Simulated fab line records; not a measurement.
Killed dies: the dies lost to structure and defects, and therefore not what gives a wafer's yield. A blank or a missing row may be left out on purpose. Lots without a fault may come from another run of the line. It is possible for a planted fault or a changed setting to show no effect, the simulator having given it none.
Struck lot and sound lot, side by side ; flow sky130 ; 22 steps out of a route of 708
Sound: wafers L132.1, L132.5, L132.6. Struck: wafers L129.2, L129.5. (L129.3 of the same lot was not struck and is left out.) The cause comes at the end.
Order at every step that has rows: each side's tool, ch and its chambers, its first start. Under that, the readings that differ: sound wafers ; struck wafers ; difference of the means ; sigmas: that difference in standard deviations of wafers without a fault.
alike: same words and numbers on both sides, and readings whose means sit less than 2 such deviations apart. not compared: any withheld reading, any reading some wafer has no value for, any bound like >300 that may hide the same value, and any number with overlapping values for which the record gives no deviation.
Wherever a step has rows on one side only, a row that says differs or no value, or a row with sigmas, the two part there. Numbers that don't overlap but have no deviation are shown without sigmas and don't part them. Lack of a reading on every wafer of one side parts them only where that side has two or more wafers.

SKY_METAL1_SPUTTER_00: material Ti, target thk 15 nm, time 10 s.
  struck on pvd sputter-03, day 35 11:03; sound on pvd sputter-01, day 36 10:34
  alike: chamber pressure pa, throttle valve pct
SKY_METAL1_SPUTTER_01: material TiN, target thk 20 nm, time 16.7 s.
  struck on pvd sputter-03, day 35 11:04; sound on pvd sputter-01, day 36 10:35
  alike: chamber pressure pa, throttle valve pct
SKY_METAL1_SPUTTER_02: material AlCu, target thk 250 nm, time 13.3 s.
  struck on pvd sputter-03, day 35 11:06; sound on pvd sputter-01, day 36 10:37
  alike: chamber pressure pa, throttle valve pct
SKY_METAL1_SPUTTER_03: material Ti, target thk 5 nm, time 3.3 s.
  struck on pvd sputter-03, day 35 11:07; sound on pvd sputter-01, day 36 10:38
  alike: chamber pressure pa, throttle valve pct
then, 1 step without rows for these wafers: SKY_METAL1_SPUTTER_04 (material TiN, target thk 70 nm, time 58.3 s).
SKY_METAL1_RS_MEAS_05: a four-point-probe measurement.
  struck on film metro-04, day 35 11:13; sound on film metro-04, day 36 10:42
  alike: METAL1_ALCU_RS
SKY_METAL1_THK_MEAS_06: measures by xrf.
  struck on film metro-04, day 35 11:19; sound on film metro-04, day 36 10:49
  alike: METAL1_ALCU_THK
then, 5 steps without rows for these wafers: SKY_METAL1_DEHYDRATE_07 (time 60 s); SKY_METAL1_HMDS_08 (prime time 60 s); SKY_METAL1_COAT_09 (resist thk 60 nm); SKY_METAL1_COAT_10 (resist thk 450 nm); SKY_METAL1_SOFTBAKE_11 (time 90 s).
SKY_METAL1_EXPOSE_12: exposes mask MM1, target cd 140 nm.
  sound on krf scanner-02 ch 0, day 36 23:32; struck on krf scanner-01 ch 0, day 35 23:31
  alike: mask
then, 2 steps without rows for these wafers: SKY_METAL1_PEB_13; SKY_METAL1_DEVELOP_14 (develop time 60 s).
SKY_METAL1_CD_MEAS_15 targets a cd of 140 nm.
  struck on cd sem-02, day 36 13:04; sound on cd sem-02, day 37 12:43
reading;sound;struck;difference;sigmas
cd nm (nm);140.7 140.4 140.3;87.1 86.6;-53.6;-32
  not compared: hold
SKY_METAL1_OVL_MEAS_16:
  struck on overlay-01, day 36 16:38; sound on overlay-01, day 37 12:50
reading;sound;struck;difference;sigmas
hold;- - -;await dispo/3.5h/release await dispo/3.5h/release;no value on the sound wafers;
  alike: METAL1_OVL
SKY_METAL1_DESCUM_17: chemistry O2, time 8 s.
  sound on rie metal-03 ch 0,1, day 37 12:52; struck on rie metal-03 ch 0, day 36 16:40
reading;sound;struck;difference;sigmas
model.METAL1.cd nm (nm);140.4 140.4 140;87.34 86.56;-53.32;
  alike: drypump motor current A, oes product au
  not compared: rf hours counter h
SKY_METAL1_ETCH_18: etches BARC in N2/H2, stops on SiO2, time 45.9 s, target depth 60 nm.
  sound on rie metal-03 ch 0,1, day 37 12:54; struck on rie metal-03 ch 0, day 36 16:41
  alike: drypump motor current A, oes product au, throttle valve pct
  not compared: rf hours counter h
SKY_METAL1_METAL_ETCH_19: etches the open film in Cl2/BCl3, stops on SiO2, target depth 360 nm, time 78 s.
  sound on rie metal-03 ch 0,1, day 37 12:58; struck on rie metal-03 ch 0, day 36 16:45
reading;sound;struck;difference;sigmas
model.METAL1.cd nm (nm);139.4 140.6 135.8;86.85 86.33;-52.01;
  alike: drypump motor current A, oes product au, throttle valve pct
  not compared: rf hours counter h
then, 1 step without rows for these wafers: SKY_METAL1_STRIP_20 (strips in O2/N2).
-- the record jumps here: 12 days lie between the struck wafers' starts before and after (it left off in module METAL1 and takes up again in module PAD_OPEN, whose first step shown is number 708 of the route) --
SKY_PAD_OPEN_PROBE_99:
  struck on prober-02, day 48 15:41; sound on prober-02, day 49 07:44
reading;sound;struck;difference;sigmas
hold;- - -;await dispo/1.0h/release await dispo/1.0h/release;no value on the sound wafers;
defect limited yield (%);76.8 80.9 81.5;0 0;-80;-40
killed_at_M0_to_M3;60 54 52;455 443;+394;+54
killed dies;114 94 91;492 492;+392;+39
killed on rim;25 17 14;96 96;+77;+20
sort_bin_5_function (%);14.6 11.0 10.4;93.1 94.7;+81.9;+55
sort n pass;378 398 401;0 0;-392;-39
sort yield pct (%);76.8 80.9 81.5;0 0;-80;-40
  alike: killed_at_M4_up, killed at contacts, killed at front end, killed at other, killed open, killed short, sort_bin_3_pad_short, sort_bin_6_memory

WHERE THEY PART
Last at SKY_PAD_OPEN_PROBE_99 as far as this record goes, first at SKY_METAL1_CD_MEAS_15.

WHY: the cause the simulator had injected
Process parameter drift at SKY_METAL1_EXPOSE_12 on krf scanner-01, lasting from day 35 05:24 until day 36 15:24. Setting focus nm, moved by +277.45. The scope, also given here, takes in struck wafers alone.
